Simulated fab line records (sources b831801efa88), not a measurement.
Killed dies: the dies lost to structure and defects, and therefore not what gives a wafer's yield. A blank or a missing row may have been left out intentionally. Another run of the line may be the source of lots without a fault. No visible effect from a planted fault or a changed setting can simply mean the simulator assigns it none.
Which tool is to blame? | flow sfq-line | 15 lots, 45 wafers sampled, at 1 step of a route of 325

## WHAT EACH GAUGE READ, for each wafer
SFQ_M4_OVL_MEAS_926.
lot  | measured     | on         | M4_OVL (nm)
L370 | day 36 14:22 | overlay-02 | 6 8 9
L372 | day 36 20:58 | overlay-02 | 0 -3 1
L373 | day 37 11:11 | overlay-02 | -9 -7 -4
L374 | day 37 21:59 | overlay-01 | 3 16 11
L375 | day 38 22:33 | overlay-01 | 1 6 -3
L376 | day 39 06:56 | overlay-02 | 3 4 8
L377 | day 39 09:20 | overlay-02 | -1 0 -1
L378 | day 44 02:15 | overlay-01 | -1 7 -2
L386 | day 49 18:32 | overlay-01 | 2 3 0
L387 | day 49 19:44 | overlay-01 | -8 3 5
L388 | day 49 20:56 | overlay-01 | -6 -6 -9
L389 | day 49 22:08 | overlay-01 | -3 -4 -7
L390 | day 50 00:32 | overlay-01 | -14 -12 -3
L391 | day 50 06:32 | overlay-01 | 1 -1 -6
L392 | day 54 21:06 | overlay-01 | -2 -1 -1

## WHAT TOOL EACH LOT RAN ON (gives the tool, then ch and the chambers of the sampled wafers, and finally the start)
Record: no process step prior to these readings.

## WHAT THE TOOLS THEMSELVES READ (means of the sampled wafers that have a number; where no wafer has one, the mark that the record gives instead)
The record holds no such reading with a usual standard deviation.

## THE ANSWER, worked out from the rows above alone
Rule: the lots themselves supply what counts as usual. The widest of any qualifying gaps counts: lots, ordered by their means at a reading, are off when they make up no more than a third of the lots, leave a main group of 4 or more, and stand apart from it by 3 or more times the standard deviation of that group's means. A main group is skipped when, at the precision printed for the reading in the tables above, its means are all equal. A lot without any number at a reading at which 4 lots or more have one is off too. All remaining lots with rows at the step are treated as sound. The gauges are gone through in route order, then the tools' own readings, and for those a lot's mean is taken as printed above. At the first step where some lot is off, the reading lying furthest off is the one used; lots without a number count as furthest.
Nothing can be told from this: no lot is off at any reading shown.

## WHAT THE SIMULATOR PUT IN
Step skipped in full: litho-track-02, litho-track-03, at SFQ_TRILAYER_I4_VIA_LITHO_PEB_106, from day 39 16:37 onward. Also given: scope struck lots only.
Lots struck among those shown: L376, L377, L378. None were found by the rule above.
